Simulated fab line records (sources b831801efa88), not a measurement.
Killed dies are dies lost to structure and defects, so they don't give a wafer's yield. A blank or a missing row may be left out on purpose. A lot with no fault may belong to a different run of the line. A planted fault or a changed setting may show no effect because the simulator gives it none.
fab line records	flow sky130
[record] lots = 11	wafers = 33	last_day = 50
route steps=708 shown LOCAL_INTERCONNECT@399 CONTACT@408
lots with no fault: from the same line, run without faults
start_h: hours from the record's first day to the start of the lot's first wafer shown	wait_h: hours from the lot's prior step to this one	" the same as in the row above	L1.1+2: a single row standing in for several wafers	- value missing, or start not given	* or withheld: withheld	< > ~ a bound
route shown NAME@n: NAME is a module with steps in the file, n the number in the route of the first one	usual: mean/standard deviation of fault-free wafers	same: alike in all rows	chamber/n: place in a boat	sites: the reading at each site	_std_site: the values' standard deviation	_edge_site: outer sites' mean less inner sites'	radius_mm: how far each site lies from the wafer's centre	mask NAME#n: copy n	behind: the tool/chamber that last shaped the wafer	hold: reason for holding the lot/hours on hold/outcome of the hold	device: whichever transistor did not switch (one of n, p or np)	end of line: at the end of the route, the tests of the same wafers	where a step has no rows: the recipe by itself	killed: count of dies lost to structure and defects at first sort (not the wafer's yield)	map: a wafer's dies, x killed, . not, _ none there
set.NAME: the setting as run; set.NAME@STEP: as run at that earlier step	model.NAME: the simulator's own value behind a step, which no gauge read
a sample of lots followed through the steps of the route, with each step as a table and each wafer as a row
services: the hour from which a tool's chamber was out of use, counted from the record's first day as start_h (under 0 if before that day), plus the number of hours and why
[[steps]]
[step SKY_LOCAL_INTERCONNECT_OVL_MEAS_12]
[usual] LOCAL_INTERCONNECT_OVL = -2/4.8
lot.wafer	tool	chamber	start_h	wait_h	LOCAL_INTERCONNECT_OVL[nm]
L731.1	overlay-01	-	723.94	0.1	7
L731.2	"	-	"	"	0
L731.5	"	-	"	"	0
L732.2	overlay-02	-	728.75	0.1	-2
L732.3	"	-	"	"	-3
L732.6	"	-	"	"	0
L735.3	overlay-02	-	748.51	0.1	-9
L735.4	"	-	"	"	-3
L735.6	"	-	"	"	-6
L737.1	overlay-02	-	774.20	0.1	-1
L737.3	"	-	"	"	-4
L737.4	"	-	"	"	0
L739.4	overlay-01	-	791.01	0.1	-3
L739.5	"	-	"	"	-16
L739.6	"	-	"	"	-4
L740.1	overlay-02	-	799.79	0.1	-4
L740.3	"	-	"	"	-4
L740.4	"	-	"	"	2
L741.1	overlay-02	-	801.70	0.1	0
L741.3	"	-	"	"	0
L741.6	"	-	"	"	-8
L743.1	overlay-01	-	816.54	0.1	1
L743.3	"	-	"	"	-4
L743.4	"	-	"	"	4
L750.4	overlay-02	-	862.67	0.1	0
L750.5	"	-	"	"	-10
L750.6	"	-	"	"	-7
L751.2	overlay-01	-	872.15	0.1	3
L751.4	"	-	"	"	3
L751.6	"	-	"	"	4
L752.2	overlay-01	-	878.10	0.1	-3
L752.4	"	-	"	"	-1
L752.5	"	-	"	"	4
[step SKY_LOCAL_INTERCONNECT_METAL_ETCH_14]
[recipe] target_depth_nm = 110	stop_on = PSG	chemistry = Cl2/BCl3	target = TiN	resist_sidewall_deg = 88	pressure_mtorr = 10	icp_w = 900	bias_w = 48.5	Cl2_flow_sccm = 60	bcl3_flow_sccm = 30	time_s = 31.4
[usual] chamber_pressure_mTorr = 10.000/0.0093	drypump_motor_current_A = 5.7/0.53	mfc_cl2_sccm = 59.99/0.17	oes_product_au = 0.939/0.008	throttle_valve_pct = 21.903/0.0099
[same] time_s = 31.4
lot.wafer	tool	chamber	start_h	wait_h	chamber_pressure_mTorr	drypump_motor_current_A	mfc_cl2_sccm	oes_product_au	rf_hours_counter_h	throttle_valve_pct
L731.1	rie_metal-04	1	724.04	0.0	9.980	5.2	60.13	0.943	1	21.893
L731.2	"	0	"	"	10.011	5.1	59.88	0.938	3	21.893
L731.5	"	1	"	"	10.001	5.2	60.03	0.944	-	21.892
L732.2	rie_metal-03	0	728.85	0.0	10.013	5.6	60.02	0.949	14	21.891
L732.3	"	1	"	"	10.003	6.7	60.22	0.948	-	21.894
L732.6	"	0	"	"	10.004	5.7	60.22	0.962	-	21.895
L735.3	rie_metal-02	0	748.61	0.0	9.997	5.6	59.81	0.932	-	21.902
L735.4	"	1	"	"	9.994	6.0	60.01	0.938	-	21.922
L735.6	"	0	"	"	10.000	5.6	60.13	0.927	-	21.911
L737.1	rie_metal-02	1	774.30	0.0	10.000	6.0	59.90	0.930	1	21.920
L737.3	"	0	"	"	10.006	5.6	59.87	0.932	-	21.913
L737.4	"	1	"	"	9.992	6.0	59.81	0.920	-	21.895
L739.4	rie_metal-04	0	791.11	0.0	10.002	5.1	60.27	0.917	-	21.901
L739.5	"	0	"	"	10.001	5.1	60.52	0.928	-	21.900
L739.6	"	1	"	"	10.003	5.3	60.00	0.932	-	21.908
L740.1	rie_metal-03	0	799.89	0.0	10.000	5.6	59.91	0.944	17	21.908
L740.3	"	1	"	"	10.007	6.6	59.91	0.938	-	21.903
L740.4	"	0	"	"	9.998	5.7	59.79	0.933	-	21.898
L741.1	rie_metal-02	1	801.80	0.0	9.997	6.0	59.95	0.941	2	21.895
L741.3	"	0	"	"	9.989	5.6	60.10	0.939	-	21.901
L741.6	"	0	"	"	10.010	5.6	59.98	0.936	-	21.911
L743.1	rie_metal-04	1	816.64	0.0	9.992	5.3	60.24	0.936	4	21.913
L743.3	"	0	"	"	9.989	5.1	60.11	0.930	-	21.895
L743.4	"	1	"	"	10.020	5.3	60.25	0.924	-	21.890
L750.4	rie_metal-02	1	862.76	0.0	10.005	6.0	60.00	0.936	-	21.898
L750.5	"	1	"	"	10.013	6.0	59.89	0.937	-	21.916
L750.6	"	0	"	"	10.001	5.6	60.09	0.949	-	21.910
L751.2	rie_metal-03	0	872.24	0.0	9.994	5.7	59.70	0.950	1	21.908
L751.4	"	0	"	"	10.014	5.7	60.10	0.945	-	21.882
L751.6	"	0	"	"	9.991	5.7	59.73	0.942	-	21.901
L752.2	rie_metal-04	1	878.19	0.0	9.998	5.3	59.86	0.944	6	21.912
L752.4	"	0	"	"	9.995	5.1	59.82	0.958	-	21.909
L752.5	"	0	"	"	9.982	5.1	59.99	0.950	-	21.893
[step SKY_CONTACT_HDPCVD_02]
[recipe] material = SiO2	target_thk_nm = 565	sigma_open_frac = 0.3	time_s = 94.2	temp_c = 600	sih4_flow_sccm = 60	pressure_mtorr = 6
[usual] run_length_s = 121.9/0.45	sih4_flow_sccm = 60.00/0.18	susceptor_temp_C = 600.0/0.31
lot.wafer	tool	chamber	start_h	wait_h	run_length_s	sih4_flow_sccm	susceptor_temp_C
L731.1	hdpcvd-01	2	724.78	0.1	121.7	60.02	599.8
L731.2	"	0	"	"	121.7	59.89	600.3
L731.5	"	2	"	"	122.5	59.87	600.2
L732.2	hdpcvd-01	0	729.59	0.0	121.8	59.91	599.9
L732.3	"	1	"	"	122.0	59.86	600.5
L732.6	"	0	"	"	122.1	60.10	599.8
L735.3	hdpcvd-01	2	749.39	0.0	121.5	59.97	599.4
L735.4	"	0	"	"	121.5	59.95	600.0
L735.6	"	2	"	"	121.9	59.86	599.6
L737.1	hdpcvd-01	0	775.03	0.1	122.3	60.01	599.9
L737.3	"	2	"	"	121.5	60.08	600.3
L737.4	"	1	"	"	122.2	59.82	600.2
L739.4	hdpcvd-02	2	791.86	0.1	121.5	60.28	600.5
L739.5	"	1	"	"	122.4	60.07	599.8
L739.6	"	0	"	"	121.3	59.92	600.0
L740.1	hdpcvd-01	1	800.66	0.1	122.0	59.70	600.2
L740.3	"	0	"	"	121.8	59.82	600.0
L740.4	"	2	"	"	122.0	59.91	599.9
L741.1	hdpcvd-01	0	802.53	0.1	110.5	59.59	-
L741.3	"	1	"	"	110.6	59.92	-
L741.6	"	1	"	"	110.5	60.12	-
L743.1	hdpcvd-01	2	817.38	0.1	110.3	60.00	-
L743.3	"	1	"	"	110.3	60.37	-
L743.4	"	1	"	"	111.0	60.43	-
L750.4	hdpcvd-02	1	863.53	0.1	122.5	59.92	599.9
L750.5	"	2	"	"	121.6	59.98	600.3
L750.6	"	0	"	"	122.2	60.05	599.6
L751.2	hdpcvd-01	1	872.98	0.0	122.4	60.13	599.9
L751.4	"	2	"	"	122.0	60.01	600.1
L751.6	"	0	"	"	121.8	59.74	599.7
L752.2	hdpcvd-02	1	878.93	0.0	122.7	60.04	600.2
L752.4	"	2	"	"	122.0	60.35	600.0
L752.5	"	1	"	"	122.3	60.29	599.5
[step SKY_CONTACT_THK_MEAS_03]
[recipe] reads = SiO2_of_CONTACT_HDPCVD_02
[usual] CONTACT_HDPCVD_THK = 566/4.3
lot.wafer	tool	chamber	start_h	wait_h	hold	CONTACT_HDPCVD_THK[nm]
L731.1	film_metro-03	-	724.84	0.0	-	569
L731.2	"	-	"	"	-	562
L731.5	"	-	"	"	-	558
L732.2	film_metro-01	-	729.67	0.0	-	568
L732.3	"	-	"	"	-	566
L732.6	"	-	"	"	-	564
L735.3	film_metro-02	-	749.48	0.1	-	565
L735.4	"	-	"	"	-	565
L735.6	"	-	"	"	-	572
L737.1	film_metro-02	-	775.10	0.0	-	562
L737.3	"	-	"	"	-	564
L737.4	"	-	"	"	-	570
L739.4	film_metro-03	-	791.93	0.0	-	566
L739.5	"	-	"	"	-	559
L739.6	"	-	"	"	-	563
L740.1	film_metro-01	-	800.73	0.0	-	573
L740.3	"	-	"	"	-	574
L740.4	"	-	"	"	-	576
L741.1	film_metro-02	-	802.60	0.0	await_dispo/0.2h/release	497
L741.3	"	-	"	"	await_dispo/0.2h/release	495
L741.6	"	-	"	"	await_dispo/0.2h/release	497
L741.1	film_metro-02	-	802.83	0.2	-	496
L741.3	"	-	"	"	-	496
L741.6	"	-	"	"	-	496
L743.1	film_metro-02	-	817.44	0.0	await_dispo/0.2h/release	495
L743.3	"	-	"	"	await_dispo/0.2h/release	497
L743.4	"	-	"	"	await_dispo/0.2h/release	498
L743.1	film_metro-02	-	817.77	0.3	-	495
L743.3	"	-	"	"	-	497
L743.4	"	-	"	"	-	498
L750.4	film_metro-03	-	863.60	0.0	-	559
L750.5	"	-	"	"	-	569
L750.6	"	-	"	"	-	559
L751.2	film_metro-02	-	873.06	0.0	-	569
L751.4	"	-	"	"	-	564
L751.6	"	-	"	"	-	566
L752.2	film_metro-02	-	879.01	0.0	-	564
L752.4	"	-	"	"	-	569
L752.5	"	-	"	"	-	562
[step SKY_CONTACT_CMP_04]
[recipe] material = SiO2	down_force_psi = 4	platen_rpm = 60	pad_velocity_m_s = 0.94248
[usual] motor_current_A = 11.7/1.8	slurry_filter_dp_kPa = 13.51/0.14	time_to_endpoint_s = 82/3
lot.wafer	tool	chamber	start_h	wait_h	hold	motor_current_A	slurry_filter_dp_kPa	time_to_endpoint_s
L731.2	cmp-01	0	725.00	0.1	-	9.7	13.47	86
L731.1	"	1	"	"	-	12.6	13.29	85
L731.5	"	3	"	"	-	9.5	13.63	82
L732.3	cmp-02	0	729.77	0.1	-	11.7	13.33	77
L732.2	"	1	"	"	-	13.1	13.40	82
L732.6	"	0	"	"	-	12.1	13.55	80
L735.3	cmp-01	3	749.52	0.0	-	8.8	13.41	81
L735.4	"	0	"	"	-	9.8	13.47	80
L735.6	"	0	"	"	-	8.9	13.41	88
L737.3	cmp-01	0	775.21	0.1	-	10.0	13.60	82
L737.1	"	1	"	"	-	12.8	13.50	81
L737.4	"	2	"	"	-	13.6	13.47	83
L739.4	cmp-02	0	791.96	0.0	-	11.4	13.60	86
L739.6	"	0	"	"	-	11.2	13.49	82
L739.5	"	1	"	"	-	13.5	13.61	78
L740.1	cmp-01	3	800.79	0.1	-	9.4	13.40	86
L740.4	"	0	"	"	-	9.1	13.23	88
L740.3	"	2	"	"	-	13.1	13.82	84
L741.3	cmp-02	0	804.76	1.9	await_dispo/1.8h/release	11.9	13.31	53
L741.1	"	1	"	"	await_dispo/1.8h/release	13.3	13.38	55
L741.6	"	3	"	"	await_dispo/1.8h/release	14.2	13.38	54
L743.4	cmp-01	0	821.09	3.3	await_dispo/3.3h/release	9.2	13.49	60
L743.3	"	2	"	"	await_dispo/3.3h/release	13.0	13.22	56
L743.1	"	3	"	"	await_dispo/3.3h/release	9.6	13.68	57
L750.4	cmp-01	2	863.78	0.2	-	12.8	13.73	74
L750.5	"	3	"	"	-	9.0	13.39	80
L750.6	"	0	"	"	-	9.7	13.37	76
L751.2	cmp-01	1	873.16	0.1	-	12.2	13.37	86
L751.4	"	2	"	"	-	13.7	13.69	75
L751.6	"	0	"	"	-	10.3	13.39	83
L752.2	cmp-02	1	879.06	0.0	-	12.6	13.57	79
L752.4	"	2	"	"	-	13.5	13.45	84
L752.5	"	2	"	"	-	13.5	13.66	78
[step SKY_CONTACT_SPUTTER_23]
[recipe] material = TiN	target_thk_nm = 20	chamber_pressure_pa = 5	power_w = 4000	time_s = 80
[usual] throttle_valve_pct = 29.9/0.95
[same] time_s = 80
lot.wafer	tool	chamber	start_h	wait_h	throttle_valve_pct
L731.1	pvd_sputter-04	-	753.56	0.0	29.6
L731.2	"	-	"	"	29.1
L731.5	"	-	"	"	31.6
L732.2	pvd_sputter-02	-	758.94	0.0	30.4
L732.3	"	-	"	"	28.4
L732.6	"	-	"	"	30.8
L735.3	pvd_sputter-02	-	778.14	0.0	30.4
L735.4	"	-	"	"	30.6
L735.6	"	-	"	"	30.1
L737.1	pvd_sputter-04	-	803.53	0.0	29.0
L737.3	"	-	"	"	29.2
L737.4	"	-	"	"	29.4
L739.4	pvd_sputter-03	-	820.25	0.0	30.5
L739.5	"	-	"	"	28.9
L739.6	"	-	"	"	30.6
L740.1	pvd_sputter-02	-	828.18	0.0	28.3
L740.3	"	-	"	"	30.6
L740.4	"	-	"	"	31.3
L741.1	pvd_sputter-03	-	830.66	0.0	30.4
L741.3	"	-	"	"	31.0
L741.6	"	-	"	"	30.9
L743.1	pvd_sputter-04	-	844.45	0.0	28.7
L743.3	"	-	"	"	29.4
L743.4	"	-	"	"	29.3
L750.4	pvd_sputter-04	-	890.83	0.0	31.6
L750.5	"	-	"	"	29.4
L750.6	"	-	"	"	28.8
L751.2	pvd_sputter-03	-	899.75	0.0	28.9
L751.4	"	-	"	"	29.2
L751.6	"	-	"	"	31.0
L752.2	pvd_sputter-03	-	904.86	0.0	29.2
L752.4	"	-	"	"	31.1
L752.5	"	-	"	"	30.6
[[services]]
tool	chamber	start_h	hours	kind
cmp-01	-	701.89	2.1	repair
hdpcvd-02	0	702.07	5.0	repair
rie_metal-03	-	709.28	1.5	repair
pvd_sputter-04	-	733.21	8.5	repair
cmp-02	-	744.68	4.0	pm
hdpcvd-02	1	745.44	21.9	repair
rie_metal-04	-	745.58	15.6	pm
cmp-01	-	761.34	11.3	pm
rie_metal-04	-	764.22	0.3	repair
cmp-02	-	797.60	1.1	repair
rie_metal-02	-	807.01	0.8	repair
pvd_sputter-04	-	808.24	1.2	repair
rie_metal-02	-	810.17	0.6	repair
cmp-02	-	820.43	0.6	repair
pvd_sputter-04	-	823.10	12.2	repair
cmp-01	-	823.54	1.1	repair
hdpcvd-02	-	828.93	2.7	repair
cmp-02	-	832.52	1.5	repair
pvd_sputter-03	-	835.45	1.4	repair
cmp-02	-	843.39	15.6	pm
cmp-01	-	859.08	4.2	pm
cmp-01	-	871.35	0.6	repair
rie_metal-02	1	880.58	48.4	repair
cmp-02	-	886.09	8.3	pm
[[key]]
[first_sign] step = SKY_CONTACT_HDPCVD_02	reading = run_length_s	direction = down	sigmas = 25	usual = *	struck = *
[effect] step = SKY_CONTACT_THK_MEAS_03	reading = visit	direction = added
[effect] step = SKY_CONTACT_THK_MEAS_03	reading = CONTACT_HDPCVD_THK	direction = down	sigmas = 16	usual = 566	struck = 496
[effect] step = SKY_CONTACT_CMP_04	reading = time_to_endpoint_s	direction = down	sigmas = 8.6	usual = *	struck = *
met_at SKY_CONTACT_HDPCVD_02
struck_lots L741,L743
tester_left_out L741,L743
not_acting_at SKY_LOCAL_INTERCONNECT_OVL_MEAS_12,SKY_LOCAL_INTERCONNECT_METAL_ETCH_14,SKY_CONTACT_SPUTTER_23
onset_between 800.66 802.53
[fault] kind = process_parameter_drift	tool = hdpcvd-01	chamber = -	onset_h = 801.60	steps = SKY_CONTACT_HDPCVD_02	channel = time_s	offset = *	shape = step	end_h = 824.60	acts_in = *	stated = *
// tester_left_out: of these lots the tester's yield and bins aren't shown, on N5 and GAA mostly nor the transistor test; their killed dies are dies lost to structure and defects alone, not to doping, threshold or leakage, so they don't give the yield
